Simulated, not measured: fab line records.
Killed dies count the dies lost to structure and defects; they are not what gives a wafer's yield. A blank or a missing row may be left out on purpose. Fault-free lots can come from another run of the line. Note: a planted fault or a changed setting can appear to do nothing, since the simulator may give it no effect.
A lot that was struck, set against a sound lot | flow sky130 | 24 steps out of a route of 708
Sound: wafers L230.3, L230.5, L230.6. Wafers struck: L234.4, L234.5, L234.6. The cause is given at the end.
For every step that has rows: the tool of each side, followed by ch and its chambers, followed by its first start. Under that, the readings that differ: sound wafers | struck wafers | difference of the means | sigmas: that difference in standard deviations of wafers without a fault.
alike: words and numbers the same on both sides, and readings whose means are apart by under 2 such deviations; not compared: readings that were withheld, readings missing a value for some wafer, numbers with overlapping values and no deviation given by the record, and bounds like >300 which may hide the same value.
A row with sigmas, a row that says differs or no value, or rows on one side alone: a step with any of these is where the two part. Numbers that have no deviation but don't overlap get no sigmas and don't part them. A reading missing from all wafers of one side parts the sides only when that side holds two or more wafers.

SKY_VIA1_RS_MEAS_22: a four-point-probe measurement.
  sound on film-metro-01, day 38 10:58; struck on film-metro-04, day 39 19:00
  alike: VIA1_W_RS
SKY_VIA1_THK_MEAS_23: measures by xrf.
  sound on film-metro-01, day 38 11:04; struck on film-metro-04, day 39 19:05
  alike: VIA1_W_THK
then, 2 steps without rows for these wafers: SKY_VIA1_CMP_24 (polishes, stops on SiO2, t overpolish 15 s, target thk 0 nm); SKY_METAL2_SPUTTER_00 (material Ti, target thk 15 nm, time 10 s).
SKY_METAL2_SPUTTER_01: material TiN, target thk 20 nm, time 16.7 s.
  sound on pvd-sputter-03, day 38 11:25; struck on pvd-sputter-02, day 39 19:27
  alike: throttle-valve-pct
then, 1 step without rows for these wafers: SKY_METAL2_SPUTTER_02 (material AlCu, target thk 250 nm, time 13.67 s).
SKY_METAL2_SPUTTER_03: material Ti, target thk 5 nm, time 3.3 s.
  sound on pvd-sputter-03, day 38 11:28; struck on pvd-sputter-02, day 39 19:30
  alike: throttle-valve-pct
SKY_METAL2_SPUTTER_04: material TiN, target thk 70 nm, time 58.3 s.
  sound on pvd-sputter-03, day 38 11:29; struck on pvd-sputter-02, day 39 19:31
  alike: throttle-valve-pct
SKY_METAL2_RS_MEAS_05: a four-point-probe measurement.
  sound on film-metro-03, day 38 11:35; struck on film-metro-02, day 39 19:37
  reading                 | sound                | struck               | difference | sigmas
  METAL2_ALCU_RS (ohm/sq) | 0.1232 0.1233 0.1210 | 0.1268 0.1260 0.1252 | +0.0035    | +2
SKY_METAL2_THK_MEAS_06: measures by xrf.
  sound on film-metro-03, day 38 11:41; struck on film-metro-02, day 39 19:43
  alike: METAL2_ALCU_THK
then, 2 steps without rows for these wafers: SKY_METAL2_DEHYDRATE_07 (time 60 s); SKY_METAL2_HMDS_08 (prime time 60 s).
SKY_METAL2_COAT_09: resist thk 60 nm.
  sound on litho-track-02 ch 0, day 39 00:38; struck on litho-track-02 ch 0, day 40 08:31
  reading              | sound                | struck               | difference | sigmas
  spin-speed-rpm (rpm) | 2998.3 2998.2 3002.3 | 2948.0 2946.8 2947.0 | -52.3      | -24
then, 5 steps without rows for these wafers: SKY_METAL2_COAT_10 (resist thk 450 nm); SKY_METAL2_SOFTBAKE_11 (time 90 s); SKY_METAL2_EXPOSE_12 (exposes mask MM2, target cd 140 nm); SKY_METAL2_PEB_13; SKY_METAL2_DEVELOP_14 (develop time 60 s).
SKY_METAL2_CD_MEAS_15: target cd 140 nm.
  sound on cd-sem-01, day 39 13:20; struck on cd-sem-01, day 40 19:55
  alike: cd-nm
SKY_METAL2_OVL_MEAS_16:
  sound on overlay-01, day 39 13:26; struck on overlay-01, day 40 20:00
  alike: METAL2_OVL
SKY_METAL2_DESCUM_17: chemistry O2, time 8 s.
  sound on rie-metal-02 ch 0,1, day 39 13:28; struck on rie-metal-02 ch 0,1, day 40 20:02
  alike: drypump-motor-current-A, oes-product-au
  not compared: rf-hours-counter-h
SKY_METAL2_ETCH_18: etches BARC in N2/H2, stops on SiO2, time 45.9 s, target depth 60 nm.
  sound on rie-metal-02 ch 0,1, day 39 13:31; struck on rie-metal-02 ch 0,1, day 40 20:05
  reading                  | sound             | struck            | difference | sigmas
  model.etch.depth-nm (nm) | 60.22 60.14 60.12 | 60.61 60.61 60.56 | +0.43      |
  alike: drypump-motor-current-A, n2-flow-sccm, oes-product-au, throttle-valve-pct
  not compared: rf-hours-counter-h
SKY_METAL2_METAL_ETCH_19: etches the open film in Cl2/BCl3, stops on SiO2, target depth 360 nm, time 78 s.
  sound on rie-metal-02 ch 0,1, day 39 13:35; struck on rie-metal-02 ch 0,1, day 40 20:11
  alike: bcl3-flow-sccm, drypump-motor-current-A, mfc-cl2-sccm, oes-product-au, throttle-valve-pct
  not compared: rf-hours-counter-h
after that, 1 step had no rows for these wafers: SKY_PAD_OPEN_PROBE_99.

WHERE THEY PART
First at SKY_METAL2_RS_MEAS_05; last, within this record, at SKY_METAL2_COAT_09. Later steps at which nothing parts them and some readings are alike: SKY_METAL2_CD_MEAS_15, SKY_METAL2_OVL_MEAS_16, SKY_METAL2_DESCUM_17, SKY_METAL2_ETCH_18, SKY_METAL2_METAL_ETCH_19.

WHY: what the simulator had put in
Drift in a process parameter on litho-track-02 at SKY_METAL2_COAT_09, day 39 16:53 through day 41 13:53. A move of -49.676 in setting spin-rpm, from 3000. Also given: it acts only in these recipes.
